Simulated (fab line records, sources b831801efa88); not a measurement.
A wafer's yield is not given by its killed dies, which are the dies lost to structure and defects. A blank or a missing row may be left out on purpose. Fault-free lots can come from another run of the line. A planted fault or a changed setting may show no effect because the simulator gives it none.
What tool caused it?	flow sky130	7 lots, 21 wafers sampled, at 1 step of a route of 708

## WHAT THE GAUGES SHOWED, per wafer
SKY_POLY_GATE_CD_MEAS_13: target cd 150 nm.
lot	measured	on	cd-nm (nm)
L639	day 18 00:55	cd-sem-02	150.5 150.8 150.6
L642	day 19 14:17	cd-sem-02	150.7 150.7 149.6
L645	day 20 17:24	cd-sem-02	150.3 150.7 149.8
L651	day 22 23:56	cd-sem-02	149.9 150.6 149.0
L655	day 24 08:03	cd-sem-02	149.9 150.9 150.7
L657	day 24 18:39	cd-sem-01	150.6 148.8 149.5
L660	day 25 20:12	cd-sem-01	151.0 150.0 152.1

## WHAT TOOL EACH LOT RAN ON (gives the tool, then ch and the chambers of the sampled wafers, and finally the start)
The record shows no process step preceding these readings.

## THE ANSWER, worked out from the rows above alone
Rule: the lots themselves supply what counts as usual. Put in order of their means at a reading, lots are off if they are a third of the lots or fewer, leave a main group of 4 or more, and stand apart from it by a gap of 3 or more times the standard deviation of the main group's means; of several such gaps the widest counts. A main group whose means are all the same, to the digits that the tables above print for the reading, isn't used. A lot without any number at a reading at which 4 lots or more have one is off too. Where the step has rows for the other lots, those lots are counted as sound.
No lot is off on any of the readings shown, so nothing can be concluded from this.

## WHAT THE SIMULATOR HAD PUT IN
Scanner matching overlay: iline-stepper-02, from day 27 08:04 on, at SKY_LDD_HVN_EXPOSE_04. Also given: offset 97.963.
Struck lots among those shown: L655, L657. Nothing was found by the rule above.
